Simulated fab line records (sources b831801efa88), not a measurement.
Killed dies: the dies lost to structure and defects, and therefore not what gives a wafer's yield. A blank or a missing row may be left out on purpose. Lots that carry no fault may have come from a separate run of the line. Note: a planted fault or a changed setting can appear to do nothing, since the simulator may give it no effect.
2 desks, one fault :: flow gf180mcu :: numbers are kept per desk, each desk with only its own; the story behind them comes last

== AT THE TOOL OWNER'S DESK: pecvd-04 ==
The tool's own readings at GF_PASSIVATION_CVD_02 (deposits Si3N4, target thk 700 nm, time 486.18 s): means of the sampled wafers that have a number, for each lot that ran on this tool. Marked OUT: a lot whose mean sits more than 4 standard deviations from the usual mean, which makes it out of limits; the brackets give that distance.
Columns: A = heater_power_outer_w at GF_PASSIVATION_CVD_02, usual 388 W; B = heater_power_w at GF_PASSIVATION_CVD_02, usual 686 W
lot: L120
first seen here: day 28 16:59
A: 381
B: 674

lot: L126
first seen here: day 30 20:35
A: 413
B: 714

lot: L132
first seen here: day 32 12:07
A: 449
B: 786

lot: L134
first seen here: day 32 23:53
A: 464
B: 788
Finding of this desk: none of the 4 lots has anything out of limits.

== THE METROLOGY DESK ==
What the gauges read for every lot (on any tool): the sampled wafers with a number, averaged. Marked OUT: a lot whose mean sits more than 4 standard deviations from the usual mean, which makes it out of limits; the brackets give that distance.
Columns: A = V4_W_THK at GF_V4_THK_MEAS_25, usual 350 nm; B = PASSIVATION_BOW at GF_PASSIVATION_BOW_MEAS_14, usual 134 um
lot: L117
first seen here: day 24 09:40
A: 353
B: 136

lot: L118
first seen here: day 24 19:50
A: 342
B: 131

lot: L120
first seen here: day 25 02:48
A: 350
B: 142

lot: L122
first seen here: day 26 00:34
A: 347
B: 127

lot: L124
first seen here: day 26 19:06
A: 349
B: 141

lot: L126
first seen here: day 27 11:17
A: 348
B: 132

lot: L128
first seen here: day 28 08:40
A: 360
B: 135

lot: L132
first seen here: day 29 09:04
A: 348
B: 135

lot: L133
first seen here: day 29 17:30
A: 350
B: 127

lot: L134
first seen here: day 29 21:25
A: 347
B: 139

lot: L135
first seen here: day 30 03:08
A: 348
B: 134

lot: L138
first seen here: day 30 19:13
A: 350
B: 116
Finding of this desk: none of the 12 lots has anything out of limits.

== ALL TOGETHER ==
The desk of the tool owner found nothing out of limits.
From the metrology desk's view, nothing was out of limits.

== WHAT HAD BEEN PUT IN BY THE SIMULATOR ==
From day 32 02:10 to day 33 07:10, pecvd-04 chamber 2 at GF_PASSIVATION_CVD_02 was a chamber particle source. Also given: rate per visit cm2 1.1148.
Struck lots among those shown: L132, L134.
